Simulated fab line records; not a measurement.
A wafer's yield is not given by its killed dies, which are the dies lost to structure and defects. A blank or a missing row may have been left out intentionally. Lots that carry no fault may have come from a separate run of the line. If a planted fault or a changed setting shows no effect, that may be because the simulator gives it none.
Which tool did it? + flow sky130 + 33 wafers from 11 lots sampled at 5 of the route's 708 steps

== WHAT THE GAUGES SHOWED, per wafer ==
SKY_VIA3_THK_MEAS_01. Usual: for VIA3_HDPCVD_THK the level is 1641 nm and the standard deviation is 15.
| lot  | measured     | on            | VIA3_HDPCVD_THK (nm) | flag |
|------|--------------|---------------|----------------------|------|
| L492 | day 38 08:46 | film-metro-04 | 1629 1627 1657       |      |
| L494 | day 39 09:58 | film-metro-03 | 1656 1646 1636       |      |
| L495 | day 39 11:16 | film-metro-02 | 1643 1635 1652       |      |
| L496 | day 39 19:28 | film-metro-03 | 1649 1676 1660       |      |
| L497 | day 40 04:56 | film-metro-02 | 1659 1647 1665       |      |
| L498 | day 40 15:35 | film-metro-04 | 1645 1639 1641       |      |
| L499 | day 40 22:11 | film-metro-02 | 1648 1648 1648       |      |
| L500 | day 41 03:47 | film-metro-03 | 1646 1631 1621       |      |
| L507 | day 43 00:32 | film-metro-02 | 1653 1650 1660       |      |
| L512 | day 44 09:13 | film-metro-03 | 1626 1611 1619       |      |
| L513 | day 44 22:15 | film-metro-02 | 1643 1634 1633       |      |

SKY_VIA4_THK_MEAS_20: measures by xrf. Usual: for VIA4_W_THK the level is 507 nm and the standard deviation is 14.
| lot  | measured     | on            | VIA4_W_THK (nm) | flag |
|------|--------------|---------------|-----------------|------|
| L492 | day 42 16:25 | film-metro-02 | 505 505 501     |      |
| L494 | day 43 14:40 | film-metro-04 | 503 501 495     |      |
| L495 | day 43 16:10 | film-metro-01 | 509 513 511     |      |
| L496 | day 43 22:18 | film-metro-04 | 503 503 499     |      |
| L497 | day 44 06:32 | film-metro-01 | 502 507 509     |      |
| L498 | day 44 18:17 | film-metro-02 | 501 507 503     |      |
| L499 | day 45 01:05 | film-metro-02 | 502 494 492     |      |
| L500 | day 45 05:02 | film-metro-02 | 498 495 495     |      |
| L507 | day 46 20:38 | film-metro-01 | 495 502 502     |      |
| L512 | day 48 01:55 | film-metro-01 | 540 536 538     |      |
| L513 | day 48 12:11 | film-metro-01 | 499 500 500     |      |

== EACH LOT AND THE TOOL THAT RAN IT (in order: tool; ch and the chambers of the sampled wafers; start) ==
| lot  | SKY_CAPM_STRIP_14                    | SKY_METAL4_COAT_08                | SKY_METAL4_STRIP_19                  |
|------|--------------------------------------|-----------------------------------|--------------------------------------|
| L492 | plasma-asher-04 ch 1, day 37 05:00   | litho-track-03 ch 0, day 41 01:00 | plasma-asher-01 ch 0,1, day 41 14:25 |
| L494 | plasma-asher-03 ch 0,1, day 38 07:11 | litho-track-01 ch 0, day 42 00:00 | plasma-asher-01 ch 0,1, day 42 13:25 |
| L495 | plasma-asher-01 ch 0,1, day 38 08:27 | litho-track-01 ch 0, day 42 02:00 | plasma-asher-01 ch 0,1, day 42 15:05 |
| L496 | plasma-asher-01 ch 0,1, day 38 16:51 | litho-track-01 ch 0, day 42 09:00 | plasma-asher-03 ch 0,1, day 42 21:41 |
| L497 | plasma-asher-03 ch 0,1, day 39 03:25 | litho-track-04 ch 0, day 42 18:00 | plasma-asher-03 ch 0,1, day 43 06:14 |
| L498 | plasma-asher-04 ch 0,1, day 39 13:14 | litho-track-01 ch 0, day 43 05:00 | plasma-asher-01 ch 0,1, day 43 18:12 |
| L499 | plasma-asher-04 ch 0,1, day 39 20:17 | litho-track-01 ch 0, day 43 12:00 | plasma-asher-04 ch 0,1, day 44 00:25 |
| L500 | plasma-asher-04 ch 0,1, day 40 01:38 | litho-track-03 ch 0, day 43 17:00 | plasma-asher-03 ch 0, day 44 05:34   |
| L507 | plasma-asher-01 ch 0,1, day 41 23:34 | litho-track-03 ch 0, day 45 11:00 | plasma-asher-04 ch 0,1, day 45 22:40 |
| L512 | plasma-asher-03 ch 0,1, day 43 08:37 | litho-track-03 ch 0, day 46 17:00 | plasma-asher-03 ch 0,1, day 47 04:11 |
| L513 | plasma-asher-03 ch 0, day 43 22:16   | litho-track-03 ch 0, day 47 05:00 | plasma-asher-03 ch 0,1, day 47 15:00 |
- SKY_CAPM_STRIP_14: strips in O2/N2.
- SKY_METAL4_COAT_08: resist thk 1140 nm.
- SKY_METAL4_STRIP_19: strips in O2/N2.

== AS READ BY THE TOOLS THEMSELVES (means over the sampled wafers that have a number; for cases with no such wafer, the mark the record gives instead) ==
SKY_CAPM_STRIP_14. Usual: chamber-pressure-mTorr 1499.8 mTorr, standard deviation 1.4; drypump-motor-current-A 5.6 A, standard deviation 0.42; n2-flow-sccm 300.0 sccm, standard deviation 0.88; oes-product-au 0.710 a.u., standard deviation 0.0044; strip-time-to-endpoint-s 12.66 s, standard deviation 0.051.
| lot  | tool            | chamber-pressure-mTorr (mTorr) | drypump-motor-current-A (A) | n2-flow-sccm (sccm) | oes-product-au (a.u.) | strip-time-to-endpoint-s (s) | flag |
|------|-----------------|--------------------------------|-----------------------------|---------------------|-----------------------|------------------------------|------|
| L492 | plasma-asher-04 | 1500.0                         | 5.0                         | 298.5               | 0.710                 | 12.67                        |      |
| L494 | plasma-asher-03 | 1499.3                         | 5.8                         | 300.5               | 0.706                 | 12.72                        |      |
| L495 | plasma-asher-01 | 1498.1                         | 5.5                         | 300.3               | 0.711                 | 12.77                        |      |
| L496 | plasma-asher-01 | 1499.9                         | 5.5                         | 299.8               | 0.709                 | 12.71                        |      |
| L497 | plasma-asher-03 | 1497.6                         | 5.6                         | 300.5               | 0.715                 | 12.58                        |      |
| L498 | plasma-asher-04 | 1500.4                         | 5.2                         | 300.2               | 0.715                 | 12.69                        |      |
| L499 | plasma-asher-04 | 1499.3                         | 5.4                         | 299.3               | 0.712                 | 12.68                        |      |
| L500 | plasma-asher-04 | 1501.7                         | 5.4                         | 300.6               | 0.708                 | 12.62                        |      |
| L507 | plasma-asher-01 | 1499.9                         | 5.7                         | 299.5               | 0.713                 | 12.63                        |      |
| L512 | plasma-asher-03 | 1500.2                         | 5.6                         | 299.9               | 0.710                 | 12.63                        |      |
| L513 | plasma-asher-03 | 1498.4                         | 6.1                         | 299.9               | 0.712                 | 12.60                        |      |

SKY_METAL4_COAT_08. Usual: exhaust-pa 45.0 Pa, standard deviation 0.97.
| lot  | tool           | exhaust-pa (Pa) | flag |
|------|----------------|-----------------|------|
| L492 | litho-track-03 | 44.7            |      |
| L494 | litho-track-01 | 44.2            |      |
| L495 | litho-track-01 | 44.0            |      |
| L496 | litho-track-01 | 45.7            |      |
| L497 | litho-track-04 | 44.5            |      |
| L498 | litho-track-01 | 44.1            |      |
| L499 | litho-track-01 | 44.5            |      |
| L500 | litho-track-03 | 44.6            |      |
| L507 | litho-track-03 | 44.8            |      |
| L512 | litho-track-03 | 44.1            |      |
| L513 | litho-track-03 | 46.2            |      |

SKY_METAL4_STRIP_19. Usual: chamber-pressure-mTorr 1500.1 mTorr, standard deviation 1.4; drypump-motor-current-A 5.6 A, standard deviation 0.42; n2-flow-sccm 300.1 sccm, standard deviation 0.94; oes-product-au 0.501 a.u., standard deviation 0.0053; strip-time-to-endpoint-s 6.50 s, standard deviation 0.071.
| lot  | tool            | chamber-pressure-mTorr (mTorr) | drypump-motor-current-A (A) | n2-flow-sccm (sccm) | oes-product-au (a.u.) | strip-time-to-endpoint-s (s) | flag |
|------|-----------------|--------------------------------|-----------------------------|---------------------|-----------------------|------------------------------|------|
| L492 | plasma-asher-01 | 1501.2                         | 5.5                         | 301.1               | 0.506                 | 6.62                         |      |
| L494 | plasma-asher-01 | 1501.1                         | 5.5                         | 299.0               | 0.497                 | 6.47                         |      |
| L495 | plasma-asher-01 | 1500.1                         | 5.7                         | 299.9               | 0.498                 | 6.46                         |      |
| L496 | plasma-asher-03 | 1500.5                         | 5.8                         | 299.3               | 0.504                 | 6.64                         |      |
| L497 | plasma-asher-03 | 1498.9                         | 5.6                         | 299.7               | 0.501                 | 6.45                         |      |
| L498 | plasma-asher-01 | 1500.7                         | 5.5                         | 299.8               | 0.497                 | 6.47                         |      |
| L499 | plasma-asher-04 | 1500.2                         | 5.2                         | 299.0               | 0.505                 | 6.62                         |      |
| L500 | plasma-asher-03 | 1499.2                         | 6.1                         | 299.8               | 0.504                 | 6.52                         |      |
| L507 | plasma-asher-04 | 1498.6                         | 5.4                         | 301.0               | 0.499                 | 6.50                         |      |
| L512 | plasma-asher-03 | 1501.3                         | 5.9                         | 298.9               | 0.499                 | 6.43                         |      |
| L513 | plasma-asher-03 | 1500.1                         | 5.9                         | 301.5               | 0.502                 | 6.49                         |      |

== THE ANSWER, worked out from the rows above alone ==
Rule: a lot is off if the mean of its wafers that have a number lies more than 3 standard deviations from the usual mean. A lot without any number at a reading at which 4 lots or more have one is off too. The other lots that the step has rows for count as sound. After the gauges, taken in route order, come the tools' own readings; for these a lot's mean is taken, as printed above. At the first step where some lot is off, the reading lying furthest off is the one used; lots without a number count as furthest.
No lot is off on any of the readings shown, so nothing can be concluded from this.

== WHAT THE SIMULATOR PUT IN ==
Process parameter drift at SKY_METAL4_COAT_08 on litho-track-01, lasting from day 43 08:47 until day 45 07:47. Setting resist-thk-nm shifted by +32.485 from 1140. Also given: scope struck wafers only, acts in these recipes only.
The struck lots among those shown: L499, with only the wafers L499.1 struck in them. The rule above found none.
